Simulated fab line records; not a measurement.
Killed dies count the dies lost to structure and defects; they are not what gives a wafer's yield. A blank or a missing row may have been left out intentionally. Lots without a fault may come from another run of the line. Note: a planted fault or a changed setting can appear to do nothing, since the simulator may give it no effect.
Which tool is to blame? | flow gf180mcu | 12 lots, 36 wafers sampled, at 1 step of a route of 602

WHAT THE GAUGES SHOWED, per wafer
GF_V2_THK_MEAS_01.
lot  | measured     | on            | V2_CVD_00_THK (nm)
L075 | day 19 12:44 | film-metro-02 | 597 593 591
L077 | day 20 12:13 | film-metro-02 | 601 598 597
L079 | day 21 06:47 | film-metro-01 | 598 597 598
L081 | day 21 21:34 | film-metro-02 | 600 597 591
L083 | day 22 12:51 | film-metro-04 | 595 600 599
L085 | day 23 04:33 | film-metro-02 | 605 603 601
L087 | day 24 03:26 | film-metro-02 | 601 599 604
L089 | day 24 23:47 | film-metro-04 | 598 606 595
L091 | day 25 09:08 | film-metro-01 | 596 599 597
L093 | day 26 06:44 | film-metro-04 | 587 593 590
L096 | day 26 22:47 | film-metro-01 | 602 598 598
L097 | day 27 01:26 | film-metro-04 | 594 595 607

WHICH TOOL RAN EACH LOT (tool, then ch and the chambers of the sampled wafers, then the start)
The record holds no process step before these readings.

THE ANSWER, worked out from the rows above alone
Rule: usual is defined by the lots themselves. Put in order of their means at a reading, lots are off if they are a third of the lots or fewer, leave a main group of 4 or more, and stand apart from it by a gap of 3 or more times the standard deviation of the main group's means; of several such gaps the widest counts. The tables above print the reading to a certain number of digits; a main group whose means all agree to those digits is not used. A lot without any number at a reading at which 4 lots or more have one is off too. Any other lot the step has rows for is counted as sound.
Nothing can be told from this: no lot is off at any reading shown.

WHAT HAD BEEN PUT IN BY THE SIMULATOR
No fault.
